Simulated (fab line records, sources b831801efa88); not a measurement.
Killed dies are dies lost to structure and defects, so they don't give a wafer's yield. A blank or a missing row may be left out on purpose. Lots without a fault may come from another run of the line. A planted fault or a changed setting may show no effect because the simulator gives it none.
One fault seen from 2 desks | flow gf180mcu | each desk has only its own numbers; what lay behind them comes last

THE TOOL OWNER'S DESK: pvd_sputter-04
The tool's own readings at GF_M1_SPUTTER_04 (material TiN, target thk 50 nm, time 41.7 s): means of the sampled wafers that have a number, for each lot that ran on this tool. A lot is out of limits, marked OUT, if its mean lies more than 4 standard deviations from the usual mean; the brackets give that distance.
Columns: A = chamber_pressure_pa at GF_M1_SPUTTER_04, usual 0.4001 Pa; B = throttle_valve_pct at GF_M1_SPUTTER_04, usual 29.7 %
lot  | first seen here | A      | B
L150 | day 17 05:41    | 0.4012 | 28.9
L155 | day 19 00:56    | 0.3995 | 30.2
L156 | day 19 20:47    | 0.3991 | 29.2
L165 | day 22 23:25    | 0.4009 | 29.5
L169 | day 24 04:13    | 0.4001 | 28.8
This desk's finding: nothing out of limits on any of the 5 lots.

THE METROLOGY DESK
What the gauges read, lot by lot, whatever tool the lot ran on: means of the sampled wafers that have a number. A lot is out of limits, marked OUT, if its mean lies more than 4 standard deviations from the usual mean; the brackets give that distance.
Columns: A = M1_ALCU_THK at GF_M1_THK_MEAS_06, usual 451 nm
lot  | first seen here | A
L147 | day 16 07:51    | 455
L149 | day 17 01:13    | 445
L150 | day 17 05:51    | 450
L155 | day 19 01:05    | 441
L156 | day 19 20:58    | 441
L160 | day 22 01:05    | 455
L162 | day 22 03:44    | 464
L163 | day 22 15:06    | 443
L165 | day 22 23:35    | 448
L169 | day 24 04:22    | 451
L170 | day 24 15:49    | 453
This desk's finding: nothing out of limits on any of the 11 lots.

PUT TOGETHER
The tool owner's desk saw nothing out of limits.
The metrology desk saw nothing out of limits.

WHAT THE SIMULATOR HAD PUT IN
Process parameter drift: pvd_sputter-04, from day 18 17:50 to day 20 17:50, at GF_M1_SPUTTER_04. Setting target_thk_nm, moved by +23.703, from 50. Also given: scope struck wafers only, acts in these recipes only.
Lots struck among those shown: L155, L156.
